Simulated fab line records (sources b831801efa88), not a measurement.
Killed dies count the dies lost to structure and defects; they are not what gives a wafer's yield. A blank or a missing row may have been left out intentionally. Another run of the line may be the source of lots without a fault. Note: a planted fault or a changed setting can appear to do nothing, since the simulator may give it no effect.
fab line records	flow gf180mcu
[record] lots = 15	wafers = 45	lastDay = 34
route steps=602 shown POLY_GATE@170 NSD@246 PSD@258 SAB@264
lots that met no fault: from a run of the same line without faults
startH: start of the lot's first displayed wafer, in hours after the record's first day	waitH: hours since the lot's step before	" repeats the value in the row above	L1.1+2: one row covering several wafers at once	- no value, or no start given	* or withheld: withheld	< > ~ a bound
route shown NAME@n: names a module that has steps shown in the file, with the first one's number in the route	usual: mean/standard deviation taken from wafers without a fault	same: alike in all rows	chamber/n: place in a boat	sites: per-site readings	_std_site: standard deviation of those values	_edge_site: mean of outer sites minus mean of inner sites	radiusMm: for every site, how far away it sits from the centre of the wafer	mask NAME#n: copy n	behind: the last tool/chamber to shape the wafer	hold: what put the lot on hold/how long, in hours/how the hold closed	device: the n, p or np transistor that did not switch	end of line: the same wafers' tests at the end of the route	a step with no rows: only its recipe	killed: dies lost to structure and defects at the first sort, not the wafer's yield	map: per-die view of a wafer (x killed, . not killed, _ where there is no die)
set.NAME: the setting that was run; set.NAME@STEP: the one run at that earlier step	model.NAME: the simulator's own value behind a step, which no gauge read
the route's steps for a sample of lots (tables are steps, rows are wafers)
services: when a tool's chamber went out of use (startH, in hours from the record's first day, below 0 if earlier), for how many hours, and the reason
[[steps]]
[step GF_POLY_GATE_ETCH_13]
[recipe] target = poly-Si	targetDepthNm = 198.5	stopOn = SiO2	overEtchFrac = 0.403	chemistry = HBr/Cl2	icpW = 400	biasW = 100	pressureMtorr = 10	HBr_flow_sccm = 150	Cl2_flow_sccm = 50	timeS = 69.6
[usual] drypumpMotorCurrentA = 5.8/0.55	oesProductAu = 0.991/0.008	rfFwdPowerW = 396.8/1.5	throttleValvePct = 33.685/0.01
lot.wafer	tool	chamber	startH	waitH	drypumpMotorCurrentA	oesProductAu	rfFwdPowerW	rfHoursCounterH	throttleValvePct
L970.2	rieSi-01	1	196.28	-	4.9	0.991	395.6	84	33.691
L970.5	"	2	"	"	5.6	0.999	395.7	-	33.693
L970.6	"	3	"	"	6.6	0.982	396.6	-	33.691
L971.1	rieSi-02	2	208.75	-	5.1	0.974	400.5	117	33.671
L971.3	"	0	"	"	6.3	1.002	396.2	1	33.682
L971.4	"	1	"	"	6.1	1.004	397.4	36	33.675
L973.1	rieSi-01	0	223.36	-	6.0	1.000	397.4	101	33.703
L973.5	"	1	"	"	4.9	1.010	398.5	-	33.695
L973.6	"	0	"	"	6.0	0.998	397.4	-	33.667
L975.1	rieSi-02	1	241.88	-	6.1	0.998	394.7	37	33.690
L975.3	"	0	"	"	6.3	0.991	397.0	2	33.679
L975.4	"	0	"	"	6.3	0.992	395.3	-	33.695
L976.1	rieSi-02	1	245.53	-	6.0	1.004	396.0	37	33.675
L976.5	"	0	"	"	6.3	0.992	397.8	-	33.706
L976.6	"	1	"	"	6.1	1.001	393.4	-	33.678
L977.1	rieSi-02	0	249.13	-	6.3	0.997	399.6	2	33.683
L977.2	"	2	"	"	5.1	0.985	398.7	0	33.696
L977.4	"	3	"	"	5.7	0.985	397.0	1	33.675
L981.4	rieSi-01	1	276.81	-	4.9	0.991	398.4	-	33.676
L981.5	"	3	"	"	6.6	0.999	398.3	-	33.675
L981.6	"	0	"	"	6.0	0.989	396.5	-	33.677
L982.1	rieSi-01	1	283.26	-	4.9	1.005	397.3	84	33.671
L982.3	"	0	"	"	6.0	0.990	398.2	102	33.704
L982.5	"	1	"	"	4.9	0.997	397.1	-	33.680
L983.2	rieSi-01	3	288.23	-	6.6	0.984	397.1	94	33.684
L983.5	"	3	"	"	6.6	0.989	397.8	-	33.691
L983.6	"	0	"	"	6.0	0.986	394.5	-	33.682
L986.1	rieSi-01	2	312.13	-	5.6	0.990	398.1	0	33.694
L986.3	"	3	"	"	6.6	0.976	396.8	95	33.685
L986.6	"	3	"	"	6.6	1.000	397.3	-	33.706
L989.1	rieSi-01	0	337.60	-	6.0	0.980	398.0	0	33.680
L989.3	"	2	"	"	5.5	0.993	395.7	0	33.675
L989.4	"	0	"	"	6.0	0.991	396.9	-	33.696
L990.2	rieSi-01	0	342.66	-	6.1	0.997	395.5	0	33.680
L990.3	"	1	"	"	4.9	0.989	396.9	85	33.677
L990.6	"	0	"	"	6.0	0.994	398.7	-	33.695
L991.2	rieSi-01	1	348.56	-	4.9	0.996	396.5	85	33.665
L991.4	"	0	"	"	6.0	0.979	396.8	-	33.695
L991.5	"	1	"	"	4.9	0.993	396.5	-	33.673
L992.1	rieSi-01	0	355.35	-	6.0	0.988	397.3	0	33.682
L992.4	"	0	"	"	6.0	0.977	396.4	-	33.685
L992.5	"	2	"	"	5.6	0.991	395.5	-	33.669
L993.3	rieSi-01	2	366.33	-	5.6	0.991	394.4	1	33.659
L993.4	"	2	"	"	5.6	0.992	396.0	-	33.684
L993.6	"	1	"	"	4.9	0.997	398.6	-	33.696
[step GF_NSD_STRIP_11]
[recipe] chemistry = O2/N2	powerW = 1400	pressureMtorr = 1500	platenTempC = 250	o2FlowSccm = 3000	n2FlowSccm = 300	overashFraction = 0.5
[usual] chamberPressureMTorr = 1500.0/1.4	drypumpMotorCurrentA = 6.1/0.3	heaterPowerW = 345/56	n2FlowSccm = 300.0/0.89	oesProductAu = 0.487/0.0043	stripTimeToEndpointS = 22.93/0.034
lot.wafer	tool	chamber	startH	waitH	chamberPressureMTorr	drypumpMotorCurrentA	heaterPowerW	n2FlowSccm	oesProductAu	rfHoursCounterH	stripTimeToEndpointS
L970.2	plasmaAsher-04	0	298.88	0.1	1499.7	6.0	478	300.0	0.476	68	22.91
L970.5	"	1	"	"	1497.5	6.3	348	301.5	0.494	-	22.91
L970.6	"	0	"	"	1501.2	6.0	459	300.4	0.488	-	22.91
L971.1	plasmaAsher-03	0	308.58	0.1	1497.7	6.6	304	299.8	0.490	49	22.92
L971.3	"	1	"	"	1500.2	6.1	299	300.1	0.486	-	22.93
L971.4	"	0	"	"	1501.8	6.6	315	299.5	0.484	-	22.93
L973.1	plasmaAsher-01	0	328.08	0.1	1500.5	6.3	312	298.9	0.484	23	22.94
L973.5	"	0	"	"	1502.4	6.3	324	300.3	0.491	-	22.94
L973.6	"	1	"	"	1499.2	5.6	318	300.8	0.488	-	22.96
L975.1	plasmaAsher-04	0	347.58	0.1	1499.1	6.0	473	298.5	0.486	73	22.96
L975.3	"	0	"	"	1499.3	6.0	462	299.8	0.490	-	22.92
L975.4	"	1	"	"	1499.1	6.3	358	299.5	0.483	-	22.95
L976.1	plasmaAsher-01	0	353.31	0.1	1500.6	6.3	314	299.0	0.486	25	22.95
L976.5	"	1	"	"	1497.4	5.6	318	298.8	0.485	-	22.95
L976.6	"	0	"	"	1500.1	6.3	312	299.9	0.487	-	22.93
L977.1	plasmaAsher-04	0	357.73	0.1	1500.4	6.0	472	299.9	0.490	75	22.97
L977.2	"	1	"	"	1500.0	6.3	361	300.3	0.493	75	22.94
L977.4	"	0	"	"	1500.0	6.0	456	300.5	0.490	-	23.01
L981.4	plasmaAsher-03	1	391.04	0.1	-	-	-	-	-	-	-
L981.5	"	0	"	"	-	-	-	-	-	-	-
L981.6	"	1	"	"	-	-	-	-	-	-	-
L982.1	plasmaAsher-01	1	396.03	0.1	-	-	-	-	-	-	-
L982.3	"	0	"	"	-	-	-	-	-	-	-
L982.5	"	0	"	"	-	-	-	-	-	-	-
L983.2	plasmaAsher-01	1	404.51	0.1	-	-	-	-	-	-	-
L983.5	"	0	"	"	-	-	-	-	-	-	-
L983.6	"	1	"	"	-	-	-	-	-	-	-
L986.1	plasmaAsher-01	1	431.66	0.1	1501.9	5.6	319	299.2	0.475	34	22.86
L986.3	"	1	"	"	1497.5	5.6	315	300.6	0.485	-	22.88
L986.6	"	0	"	"	1499.0	6.3	314	300.7	0.487	-	22.84
L989.1	plasmaAsher-03	0	459.75	0.1	1499.5	6.6	306	300.9	0.483	66	22.94
L989.3	"	1	"	"	1499.7	6.2	299	299.4	0.487	-	22.94
L989.4	"	0	"	"	1501.0	6.6	311	301.4	0.494	-	22.93
L990.2	plasmaAsher-04	0	466.66	0.1	1500.0	6.0	464	299.3	0.486	84	22.85
L990.3	"	0	"	"	1499.8	6.0	469	298.9	0.485	-	22.88
L990.6	"	1	"	"	1501.0	6.2	350	299.9	0.486	-	22.89
L991.2	plasmaAsher-03	1	473.05	0.1	1499.6	6.1	297	299.1	0.484	67	22.93
L991.4	"	1	"	"	1502.8	6.1	303	300.2	0.488	-	22.92
L991.5	"	0	"	"	1500.4	6.6	309	301.9	0.481	-	22.95
L992.1	plasmaAsher-04	0	482.55	0.1	1500.1	6.0	477	300.0	0.483	86	22.97
L992.4	"	1	"	"	1499.2	6.2	348	300.9	0.490	-	22.97
L992.5	"	0	"	"	1502.2	6.0	463	300.8	0.491	-	22.93
L993.3	plasmaAsher-04	0	491.91	0.1	1501.7	6.0	467	299.4	0.490	-	22.94
L993.4	"	1	"	"	1502.4	6.3	348	301.6	0.483	-	22.94
L993.6	"	1	"	"	1500.7	6.2	360	299.9	0.490	-	22.95
[step GF_PSD_STRIP_10]
[recipe] chemistry = O2/N2	powerW = 1400	pressureMtorr = 1500	platenTempC = 250	o2FlowSccm = 3000	n2FlowSccm = 300	overashFraction = 0.5
[usual] chamberPressureMTorr = 1500.0/1.4	drypumpMotorCurrentA = 6.1/0.41	heaterPowerW = 306/12	n2FlowSccm = 300.2/0.89	oesProductAu = 0.592/0.0042	stripTimeToEndpointS = 16.52/0.038
lot.wafer	tool	chamber	startH	waitH	chamberPressureMTorr	drypumpMotorCurrentA	heaterPowerW	n2FlowSccm	oesProductAu	rfHoursCounterH	stripTimeToEndpointS
L970.2	plasmaAsher-02	0	319.45	0.1	1499.1	5.7	279	301.4	0.592	65	16.53
L970.5	"	0	"	"	1497.8	5.7	275	301.5	0.601	-	16.58
L970.6	"	1	"	"	1500.7	5.3	313	300.2	0.590	-	16.53
L971.1	plasmaAsher-02	1	329.91	0.1	1498.7	5.3	304	299.7	0.583	66	16.50
L971.3	"	0	"	"	1500.4	5.7	278	301.3	0.593	-	16.47
L971.4	"	1	"	"	1501.9	5.3	306	298.8	0.591	-	16.49
L973.1	plasmaAsher-03	1	349.45	0.1	1499.4	6.1	298	300.2	0.592	54	16.49
L973.5	"	0	"	"	1500.7	6.6	303	300.7	0.597	-	16.48
L973.6	"	1	"	"	1503.2	6.1	303	300.5	0.591	-	16.44
L975.1	plasmaAsher-03	0	370.01	0.1	1501.1	6.6	292	299.5	0.598	56	16.54
L975.3	"	0	"	"	1500.1	6.6	311	300.0	0.589	-	16.54
L975.4	"	1	"	"	1499.9	6.1	304	299.0	0.596	-	16.57
L976.1	plasmaAsher-01	0	375.71	0.1	1500.1	6.3	316	298.1	0.591	28	16.53
L976.5	"	1	"	"	1500.0	5.6	320	300.1	0.592	-	16.51
L976.6	"	0	"	"	1497.8	6.3	311	298.8	0.594	-	16.59
L977.1	plasmaAsher-03	1	379.78	0.1	1502.4	6.1	298	300.4	0.593	57	16.60
L977.2	"	0	"	"	1501.6	6.6	308	302.1	0.593	57	16.56
L977.4	"	1	"	"	1498.6	6.1	295	300.6	0.593	-	16.55
L981.4	plasmaAsher-03	0	414.56	0.1	1500.1	6.6	309	300.1	0.660	-	31.47
L981.5	"	0	"	"	1500.4	6.6	309	301.0	0.655	-	31.43
L981.6	"	1	"	"	1501.5	6.1	302	300.8	0.656	-	31.40
L982.1	plasmaAsher-01	0	419.35	0.1	1499.3	6.3	312	299.1	0.651	33	31.45
L982.3	"	1	"	"	1501.9	5.6	321	299.7	0.658	-	31.43
L982.5	"	1	"	"	1500.6	5.6	317	300.1	0.658	-	31.42
L983.2	plasmaAsher-03	1	428.50	0.1	1501.5	6.2	298	300.9	0.661	62	31.45
L983.5	"	0	"	"	1500.0	6.6	310	297.9	0.652	-	31.46
L983.6	"	1	"	"	1497.8	6.1	305	300.1	0.652	-	31.45
L986.1	plasmaAsher-03	1	456.60	0.1	1499.2	6.1	306	298.7	0.587	65	16.52
L986.3	"	0	"	"	1500.2	6.6	306	299.9	0.590	-	16.50
L986.6	"	0	"	"	1501.4	6.5	306	300.3	0.594	-	16.52
L989.1	plasmaAsher-03	1	483.65	0.1	1501.0	6.1	310	300.2	0.586	68	16.55
L989.3	"	1	"	"	1499.9	6.1	298	299.4	0.587	-	16.51
L989.4	"	0	"	"	1500.0	6.6	311	299.2	0.588	-	16.54
L990.2	plasmaAsher-03	1	490.34	0.1	1498.6	6.1	309	300.3	0.587	69	16.51
L990.3	"	0	"	"	1498.2	6.6	309	298.2	0.600	-	16.54
L990.6	"	0	"	"	1499.4	6.6	307	300.8	0.593	-	16.51
L991.2	plasmaAsher-03	0	497.09	0.1	1500.4	6.6	315	301.1	0.589	69	16.49
L991.4	"	0	"	"	1499.1	6.6	298	300.5	0.589	-	16.52
L991.5	"	0	"	"	1500.0	6.6	307	300.4	0.587	-	16.51
L992.1	plasmaAsher-03	1	506.89	0.1	1502.0	6.2	307	298.4	0.588	70	16.54
L992.4	"	1	"	"	1499.9	6.1	301	298.1	0.586	-	16.53
L992.5	"	0	"	"	1501.1	6.6	312	299.7	0.595	-	16.55
L993.3	plasmaAsher-01	1	515.71	0.1	1496.4	5.6	317	300.5	0.585	-	16.64
L993.4	"	0	"	"	1500.9	6.3	320	299.6	0.598	-	16.63
L993.6	"	0	"	"	1499.9	6.3	326	298.7	0.589	-	16.61
[step GF_PSD_TW_MEAS_11]
[usual] PSD_TW = 3168/19
lot.wafer	tool	chamber	startH	waitH	PSD_TW
L970.2	filmMetro-03	-	319.56	0.1	3174
L970.5	"	-	"	"	3166
L970.6	"	-	"	"	3166
L971.1	filmMetro-01	-	330.01	0.1	3200
L971.3	"	-	"	"	3181
L971.4	"	-	"	"	3193
L973.1	filmMetro-03	-	349.55	0.1	3139
L973.5	"	-	"	"	3136
L973.6	"	-	"	"	3147
L975.1	filmMetro-03	-	370.11	0.1	3143
L975.3	"	-	"	"	3139
L975.4	"	-	"	"	3148
L976.1	filmMetro-01	-	375.81	0.1	3192
L976.5	"	-	"	"	3189
L976.6	"	-	"	"	3195
L977.1	filmMetro-04	-	379.88	0.1	3186
L977.2	"	-	"	"	3180
L977.4	"	-	"	"	3172
L981.4	filmMetro-01	-	414.66	0.1	30
L981.5	"	-	"	"	30
L981.6	"	-	"	"	30
L982.1	filmMetro-04	-	419.45	0.1	30
L982.3	"	-	"	"	30
L982.5	"	-	"	"	30
L983.2	filmMetro-03	-	428.61	0.1	30
L983.5	"	-	"	"	30
L983.6	"	-	"	"	30
L986.1	filmMetro-01	-	456.70	0.1	3184
L986.3	"	-	"	"	3201
L986.6	"	-	"	"	3199
L989.1	filmMetro-03	-	483.75	0.1	3183
L989.3	"	-	"	"	3172
L989.4	"	-	"	"	3169
L990.2	filmMetro-03	-	490.45	0.1	3166
L990.3	"	-	"	"	3156
L990.6	"	-	"	"	3179
L991.2	filmMetro-03	-	497.20	0.1	3155
L991.4	"	-	"	"	3177
L991.5	"	-	"	"	3162
L992.1	filmMetro-03	-	506.99	0.1	3148
L992.4	"	-	"	"	3151
L992.5	"	-	"	"	3143
L993.3	filmMetro-04	-	515.80	0.1	3169
L993.4	"	-	"	"	3160
L993.6	"	-	"	"	3176
[step GF_PSD_RTA_13]
[recipe] tempC = 1025	timeS = 20	ambient = N2
[usual] annealTempCMax = 1030.5/2.2	lampPowerPct = 34.6/0.5	wafer_temp_C_max = 1028.6/1.3
lot.wafer	tool	chamber	startH	waitH	annealTempCMax	lampPowerPct	wafer_temp_C_max
L970.2	rtpAnneal-02	0	319.68	0.0	1028.1	35.1	1029.5
L970.5	"	0	"	"	1028.6	35.1	1030.7
L970.6	"	0	"	"	1028.7	35.1	1028.8
L971.1	rtpAnneal-02	0	330.12	0.0	1030.6	35.1	1029.8
L971.3	"	0	"	"	1028.0	35.1	1029.0
L971.4	"	0	"	"	1028.7	35.1	1028.7
L973.1	rtpAnneal-02	0	349.66	0.0	1028.7	35.1	1029.2
L973.5	"	0	"	"	1027.8	35.1	1030.2
L973.6	"	0	"	"	1028.5	35.1	1029.0
L975.1	rtpAnneal-01	0	370.22	0.0	1032.8	34.1	1027.1
L975.3	"	0	"	"	1031.0	34.1	1027.4
L975.4	"	0	"	"	1031.6	34.1	1027.5
L976.1	rtpAnneal-01	0	375.92	0.0	1033.2	34.1	1028.0
L976.5	"	0	"	"	1034.0	34.1	1026.8
L976.6	"	0	"	"	1032.2	34.0	1028.2
L977.1	rtpAnneal-01	0	379.99	0.0	1033.6	34.1	1026.5
L977.2	"	0	"	"	1033.8	34.1	1027.8
L977.4	"	0	"	"	1033.4	34.1	1026.6
L981.4	rtpAnneal-01	0	414.78	0.0	1034.6	34.1	1028.2
L981.5	"	0	"	"	1032.3	34.1	1027.9
L981.6	"	0	"	"	1030.3	34.1	1028.7
L982.1	rtpAnneal-02	0	419.61	0.0	1027.9	35.1	1029.7
L982.3	"	0	"	"	1029.1	35.0	1030.1
L982.5	"	0	"	"	1028.1	35.1	1030.0
L983.2	rtpAnneal-01	0	428.72	0.0	1031.3	34.1	1027.6
L983.5	"	0	"	"	1032.7	34.0	1026.8
L983.6	"	0	"	"	1032.3	34.1	1027.7
L986.1	rtpAnneal-02	0	456.86	0.0	1027.3	35.1	1030.0
L986.3	"	0	"	"	1028.1	35.1	1030.5
L986.6	"	0	"	"	1027.8	35.0	1030.3
L989.1	rtpAnneal-02	0	483.87	0.0	1028.6	35.1	1030.1
L989.3	"	0	"	"	1029.1	35.2	1028.7
L989.4	"	0	"	"	1028.9	35.1	1028.8
L990.2	rtpAnneal-01	0	490.63	0.0	1033.3	34.1	1027.8
L990.3	"	0	"	"	1033.1	34.1	1026.8
L990.6	"	0	"	"	1032.2	34.2	1027.9
L991.2	rtpAnneal-02	0	497.32	0.0	1028.9	35.1	1029.4
L991.4	"	0	"	"	1029.3	35.1	1029.6
L991.5	"	0	"	"	1030.1	35.0	1030.1
L992.1	rtpAnneal-01	0	507.10	0.0	1032.5	34.1	1027.1
L992.4	"	0	"	"	1033.9	34.1	1026.7
L992.5	"	0	"	"	1031.6	34.1	1026.5
L993.3	rtpAnneal-01	0	515.91	0.0	1032.4	34.1	1028.2
L993.4	"	0	"	"	1032.0	34.1	1027.6
L993.6	"	0	"	"	1032.9	34.0	1027.9
[step GF_SAB_CVD_00]
[recipe] material = SiO2	targetThkNm = 50	precursor = TEOS	tempC = 400	timeS = 4.9302	rfW = 600
[usual] heaterPowerOuterW = 412/80	heaterPowerW = 690/100	rfFwdPowerW = 588/3.4
lot.wafer	tool	chamber	startH	waitH	heaterPowerOuterW	heaterPowerW	rfFwdPowerW
L970.2	pecvd-02	2	319.99	0.1	407	681	584
L970.5	"	2	"	"	407	695	583
L970.6	"	1	"	"	337	609	586
L971.1	pecvd-03	2	330.45	0.1	467	808	591
L971.3	"	1	"	"	426	703	584
L971.4	"	0	"	"	370	612	583
L973.1	pecvd-04	1	349.99	0.1	468	742	588
L973.5	"	2	"	"	521	827	590
L973.6	"	1	"	"	468	724	588
L975.1	pecvd-02	0	370.54	0.1	439	712	586
L975.3	"	1	"	"	265	507	585
L975.4	"	0	"	"	427	721	584
L976.1	pecvd-02	0	376.24	0.1	412	692	586
L976.5	"	1	"	"	326	590	582
L976.6	"	0	"	"	408	688	585
L977.1	pecvd-02	1	380.31	0.1	284	537	584
L977.2	"	2	"	"	466	758	584
L977.4	"	2	"	"	467	755	587
L981.4	pecvd-04	2	415.07	0.0	464	788	592
L981.5	"	1	"	"	500	767	589
L981.6	"	0	"	"	280	548	590
L982.1	pecvd-04	0	420.01	0.1	276	524	591
L982.3	"	1	"	"	436	665	592
L982.5	"	0	"	"	273	533	593
L983.2	pecvd-02	2	429.03	0.1	446	745	585
L983.5	"	2	"	"	459	744	587
L983.6	"	1	"	"	256	523	583
L986.1	pecvd-03	2	457.18	0.1	416	751	592
L986.3	"	1	"	"	481	774	588
L986.6	"	1	"	"	476	780	584
L989.1	pecvd-04	2	484.19	0.1	504	827	589
L989.3	"	0	"	"	326	601	590
L989.4	"	0	"	"	334	592	591
L990.2	pecvd-04	1	490.94	0.1	477	733	589
L990.3	"	2	"	"	496	799	589
L990.6	"	0	"	"	321	573	588
L991.2	pecvd-04	2	497.63	0.1	505	828	591
L991.4	"	1	"	"	435	673	590
L991.5	"	0	"	"	285	549	591
L992.1	pecvd-02	0	507.43	0.1	375	643	585
L992.4	"	1	"	"	318	587	584
L992.5	"	0	"	"	391	636	586
L993.3	pecvd-03	2	516.21	0.1	402	736	592
L993.4	"	2	"	"	404	733	590
L993.6	"	0	"	"	382	630	582
[[services]]
tool	chamber	startH	hours	kind
plasmaAsher-03	-	190.74	0.9	repair
plasmaAsher-04	-	240.26	2.4	repair
pecvd-02	-	241.09	1.1	repair
pecvd-02	-	259.11	5.5	pm
plasmaAsher-03	-	285.64	15.6	pm
rieSi-01	3	313.41	15.5	repair
pecvd-04	-	357.55	2.8	pm
pecvd-04	-	366.64	6.0	pm
pecvd-04	-	372.64	14.0	pm
plasmaAsher-03	-	373.55	3.1	repair
plasmaAsher-01	-	382.31	1.6	repair
plasmaAsher-04	-	388.44	21.9	repair
rieSi-02	-	393.10	1.4	repair
rieSi-02	2	394.05	2.0	repair
pecvd-02	0	403.95	4.2	repair
rtpAnneal-01	-	466.78	2.8	pm
rieSi-02	3	470.09	4.7	repair
pecvd-02	-	472.85	0.3	repair
rtpAnneal-02	-	486.74	4.3	pm
rieSi-02	3	490.97	5.3	repair
pecvd-02	-	492.15	14.6	pm
rieSi-01	1	509.27	8.9	repair
plasmaAsher-03	-	515.26	2.1	repair
pecvd-04	2	515.60	21.3	repair
[[key]]
[firstSign] step = GF_NSD_STRIP_11	reading = toolRecord	direction = missing
[effect] step = GF_PSD_STRIP_10	reading = stripTimeToEndpointS	direction = up	sigmas = 99+	usual = *	struck = *
[effect] step = GF_PSD_TW_MEAS_11	reading = PSD_TW	direction = down	sigmas = 99+	usual = 3168	struck = 30
metAt GF_NSD_STRIP_11
struckLots L981,L982,L983
sortLeftOut L981.4,L981.5,L981.6,L982.1,L982.3,L982.5,L983.2,L983.5,L983.6
testerLeftOut L981,L982,L983
notActingAt GF_POLY_GATE_ETCH_13,GF_PSD_RTA_13,GF_SAB_CVD_00
onsetBetween 353.31 391.04
[fault] kind = skippedStepWhole	tool = plasmaAsher-01,plasmaAsher-03	chamber = -	onsetH = 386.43	steps = GF_NSD_STRIP_11	scope = struckLotsOnly
// testerLeftOut: of these lots the tester's yield and bins aren't shown, on N5 and GAA mostly nor the transistor test; their killed dies are dies lost to structure and defects alone, not to doping, threshold or leakage, so they don't give the yield
// sortLeftOut: the simulated sort isn't trusted on such a fault, so these wafers' sort isn't shown, and their yield isn't known
